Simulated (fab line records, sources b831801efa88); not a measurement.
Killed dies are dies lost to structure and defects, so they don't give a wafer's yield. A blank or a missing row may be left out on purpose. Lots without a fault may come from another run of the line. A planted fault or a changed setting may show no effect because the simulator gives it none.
Which tool did it? | flow sky130 | 13 lots, 39 wafers sampled, at 3 steps of a route of 708

WHAT THE GAUGES READ, wafer by wafer
SKY_VT_ADJUST_HVTR_CD_MEAS_07: target cd 380 nm.
lot  | measured     | on        | cd_nm (nm)
L212 | day 9 10:44  | cd_sem-01 | 381.5 380.4 382.5
L213 | day 9 13:05  | cd_sem-02 | 378.5 377.6 377.2
L215 | day 10 01:46 | cd_sem-01 | 377.5 377.6 379.3
L216 | day 10 08:46 | cd_sem-02 | 380.3 381.3 376.7
L220 | day 12 01:46 | cd_sem-02 | 379.4 379.8 380.3
L222 | day 12 12:21 | cd_sem-02 | 380.6 381.0 383.9
L227 | day 14 20:35 | cd_sem-01 | 377.8 380.3 379.7
L228 | day 15 10:49 | cd_sem-01 | 381.2 380.0 381.2
L229 | day 15 11:28 | cd_sem-01 | 381.4 380.0 378.6
L232 | day 16 09:19 | cd_sem-01 | 382.9 382.5 383.3
L233 | day 16 13:14 | cd_sem-01 | 382.4 380.1 381.4
L234 | day 16 18:22 | cd_sem-01 | 382.0 382.1 381.7
L235 | day 16 18:40 | cd_sem-02 | 380.8 378.3 380.4

SKY_VT_ADJUST_PCH_OVL_MEAS_07.
lot  | measured     | on         | VT_ADJUST_PCH_OVL (nm)
L212 | day 10 09:34 | overlay-02 | -1.1 -0.3 0.9
L213 | day 10 11:50 | overlay-02 | 0.9 2.9 1.7
L215 | day 11 01:21 | overlay-01 | 1.1 3.2 -0.5
L216 | day 11 08:13 | overlay-01 | -3.4 0.4 0.0
L220 | day 13 03:46 | overlay-02 | 0.1 1.1 -0.1
L222 | day 13 14:43 | overlay-01 | -2.1 -4.7 -2.7
L227 | day 15 23:26 | overlay-01 | -1.8 -1.0 -0.6
L228 | day 16 15:00 | overlay-01 | 0.1 -1.1 -0.3
L229 | day 16 16:07 | overlay-01 | 0.0 0.7 -0.8
L232 | day 17 14:28 | overlay-02 | -0.3 0.9 -0.4
L233 | day 17 18:43 | overlay-01 | -1.0 1.6 0.6
L234 | day 17 23:34 | overlay-01 | -1.8 -1.3 -2.6
L235 | day 17 23:55 | overlay-02 | -0.5 1.1 0.0

SKY_SONOS_TUNNEL_TW_MEAS_12.
lot  | measured     | on            | SONOS_TUNNEL_TW
L212 | day 11 09:35 | film_metro-04 | 197.9 197.6 197.2
L213 | day 11 11:39 | film_metro-02 | 198.5 197.4 197.4
L215 | day 12 01:20 | film_metro-04 | 198.1 198.8 199.6
L216 | day 12 08:47 | film_metro-02 | 197.4 197.8 196.6
L220 | day 14 06:41 | film_metro-02 | 196.3 196.9 196.7
L222 | day 14 17:15 | film_metro-01 | 197.2 195.7 195.4
L227 | day 17 04:20 | film_metro-01 | 198.0 198.0 197.2
L228 | day 17 20:23 | film_metro-02 | 197.8 198.6 198.8
L229 | day 17 21:17 | film_metro-01 | 197.5 198.3 197.2
L232 | day 18 20:59 | film_metro-04 | 197.4 196.6 197.6
L233 | day 19 01:22 | film_metro-01 | 196.5 195.1 196.5
L234 | day 19 05:20 | film_metro-04 | 197.8 197.3 198.5
L235 | day 19 06:44 | film_metro-02 | 197.2 197.1 197.6

WHICH TOOL RAN EACH LOT (tool, then ch and the chambers of the sampled wafers, then the start)
The record holds no process step before these readings.

WHAT THE TOOLS THEMSELVES READ (means of the sampled wafers that have a number; where no wafer has one, the mark that the record gives instead)
The record holds no such reading with a usual standard deviation.

THE ANSWER, worked out from the rows above alone
Rule: what is usual is taken from the lots themselves. Put in order of their means at a reading, lots are off if they are a third of the lots or fewer, leave a main group of 4 or more, and stand apart from it by a gap of 3 or more times the standard deviation of the main group's means; of several such gaps the widest counts. A main group whose means are all the same, to the digits that the tables above print for the reading, isn't used. A lot without any number at a reading at which 4 lots or more have one is off too. The other lots that the step has rows for count as sound. The gauges are gone through in route order, then the tools' own readings, and for those a lot's mean is taken as printed above. The first step at which some lot is off is used, and at that step the reading that is off furthest; a lot without a number counts as furthest.
No lot is off at any reading shown: from this, nothing can be told.

WHAT THE SIMULATOR HAD PUT IN
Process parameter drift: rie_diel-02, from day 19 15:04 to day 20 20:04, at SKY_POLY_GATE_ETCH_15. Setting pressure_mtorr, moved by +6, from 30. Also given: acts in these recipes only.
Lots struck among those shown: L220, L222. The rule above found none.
